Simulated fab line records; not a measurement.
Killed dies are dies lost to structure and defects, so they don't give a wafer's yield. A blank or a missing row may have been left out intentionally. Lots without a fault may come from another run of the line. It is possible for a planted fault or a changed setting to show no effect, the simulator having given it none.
The tool behind it: which one? / flow sky130 / Sampling: 6 lots, 18 wafers, 2 of 708 route steps

WHAT THE GAUGES SHOWED, per wafer
SKY_VT_ADJUST_HVTP_TW_MEAS_11.
lot=L193; measured=day 6 17:13; on=film metro-03; VT_ADJUST_HVTP_TW=1373 1369 1375
lot=L196; measured=day 7 12:43; on=film metro-01; VT_ADJUST_HVTP_TW=1351 1346 1344
lot=L200; measured=day 8 20:46; on=film metro-01; VT_ADJUST_HVTP_TW=1349 1347 1345
lot=L203; measured=day 9 09:44; on=film metro-03; VT_ADJUST_HVTP_TW=1374 1370 1370
lot=L205; measured=day 9 22:21; on=film metro-03; VT_ADJUST_HVTP_TW=668 670 666 664 671 666
lot=L212; measured=day 11 19:55; on=film metro-01; VT_ADJUST_HVTP_TW=1346 1349 1353

TOOL THAT RAN EACH LOT (tool first, then ch and the chambers of the sampled wafers, then the start)
lot=L193; SKY_VT_ADJUST_HVTP_IMPLANT_09=implanter-02 ch 0, day 6 16:58
lot=L196; SKY_VT_ADJUST_HVTP_IMPLANT_09=implanter-01 ch 0, day 7 12:28
lot=L200; SKY_VT_ADJUST_HVTP_IMPLANT_09=implanter-01 ch 0, day 8 20:32
lot=L203; SKY_VT_ADJUST_HVTP_IMPLANT_09=implanter-03 ch 0, day 9 09:31
lot=L205; SKY_VT_ADJUST_HVTP_IMPLANT_09=implanter-01 ch 0, day 9 22:08
lot=L212; SKY_VT_ADJUST_HVTP_IMPLANT_09=implanter-03 ch 0, day 11 19:40
- SKY_VT_ADJUST_HVTP_IMPLANT_09

THE ANSWER, worked out from the rows above alone
Rule: the lots themselves supply what counts as usual. Put in order of their means at a reading, lots are off if they are a third of the lots or fewer, leave a main group of 4 or more, and stand apart from it by a gap of 3 or more times the standard deviation of the main group's means; of several such gaps the widest counts. A main group is skipped when, at the precision printed for the reading in the tables above, its means are all equal. Also off: a lot with no number at a reading for which 4 or more lots have one. Any other lot the step has rows for is counted as sound.
Off: L205, at SKY_VT_ADJUST_HVTP_TW_MEAS_11 (VT_ADJUST_HVTP_TW). For the main group the mean is 1357 and the standard deviation 12.
A tool fits if, at a process step before that reading, it ran every lot that is off, and no sound lot after the first of them. Gauges at SKY_VT_ADJUST_HVTP_TW_MEAS_11: tried the same way as those tools. This does not decide it: 2 tools fit, namely implanter-01 at SKY_VT_ADJUST_HVTP_IMPLANT_09 and film metro-03 at SKY_VT_ADJUST_HVTP_TW_MEAS_11.

WHAT THE SIMULATOR HAD PUT IN
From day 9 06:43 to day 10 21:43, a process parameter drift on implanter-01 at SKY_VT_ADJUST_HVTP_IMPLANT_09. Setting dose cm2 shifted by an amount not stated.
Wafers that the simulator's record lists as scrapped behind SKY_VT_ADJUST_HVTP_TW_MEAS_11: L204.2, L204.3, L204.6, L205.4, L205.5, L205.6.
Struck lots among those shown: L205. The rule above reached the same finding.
